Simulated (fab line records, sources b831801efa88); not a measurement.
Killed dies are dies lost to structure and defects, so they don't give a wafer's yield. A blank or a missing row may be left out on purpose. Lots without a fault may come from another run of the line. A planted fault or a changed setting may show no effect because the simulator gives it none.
One fault seen from 2 desks | flow sky130 | each desk has only its own numbers; what lay behind them comes last

THE TOOL OWNER'S DESK: implanter-03
The tool's own readings at SKY_RES_XHIGH_IMPLANT_07: means of the sampled wafers that have a number, for each lot that ran on this tool. A lot is out of limits, marked OUT, if its mean lies more than 4 standard deviations from the usual mean; the brackets give that distance.
Columns: A = beam_energy_keV at SKY_RES_XHIGH_IMPLANT_07, usual 19.999
lot  | first seen here | A
L191 | day 26 15:19    | 20.009
L193 | day 27 19:31    | 19.996
L200 | day 30 03:50    | 19.999
L201 | day 30 11:34    | 19.995
L202 | day 30 20:13    | 19.993
This desk's finding: nothing out of limits on any of the 5 lots.

THE METROLOGY DESK
What the gauges read, lot by lot, whatever tool the lot ran on: means of the sampled wafers that have a number. A lot is out of limits, marked OUT, if its mean lies more than 4 standard deviations from the usual mean; the brackets give that distance.
Columns: A = SD_N_OVL at SKY_SD_N_OVL_MEAS_08, usual 0.2 nm; B = RES_XHIGH_RS at SKY_SD_N_RS_MEAS_18, usual 333.7 ohm/sq; C = LI_CONTACT_BOW at SKY_LI_CONTACT_BOW_MEAS_03, usual 55 um
lot  | first seen here | A    | B                | C
L191 | day 27 19:55    | -0.1 | 334.7            | 55
L192 | day 28 07:10    | 2.1  | 333.8            | 57
L193 | day 29 00:19    | -2.4 | 333.1            | 55
L194 | day 29 05:37    | 0.4  | 332.6            | 56
L196 | day 29 21:26    | -0.2 | 332.6            | 56
L198 | day 30 15:16    | 1.2  | 334.7            | 56
L199 | day 30 20:19    | 2.0  | 336.1            | 53
L200 | day 31 07:43    | 3.0  | 331.8            | 48
L201 | day 31 15:07    | 3.2  | 334.2            | 56
L202 | day 32 00:01    | -1.1 | 343.8 (+7.8) OUT | 50
L205 | day 33 00:58    | 1.8  | 333.6            | 62
L211 | day 34 22:16    | 1.7  | 335.4            | 59
This desk's finding: out of limits on L202; first on L202, day 32 00:59 (RES_XHIGH_RS at SKY_SD_N_RS_MEAS_18). In limits: L191, L192, L193, L194, L196, L198, L199, L200, L201, L205, L211.

PUT TOGETHER
The metrology desk could have raised an alarm at day 32 00:59, on L202.
The tool owner's desk saw nothing out of limits.
The tool owner's desk has L202 on record, within its limits.
Of the lots named, all ran SKY_RES_XHIGH_IMPLANT_07 on implanter-03.

WHAT THE SIMULATOR HAD PUT IN
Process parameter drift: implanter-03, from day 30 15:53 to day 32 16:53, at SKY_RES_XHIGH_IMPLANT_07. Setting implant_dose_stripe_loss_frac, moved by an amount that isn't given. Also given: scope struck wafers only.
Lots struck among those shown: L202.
Hours from the fault's start to each desk's first reading out of limits: the metrology desk, 33.
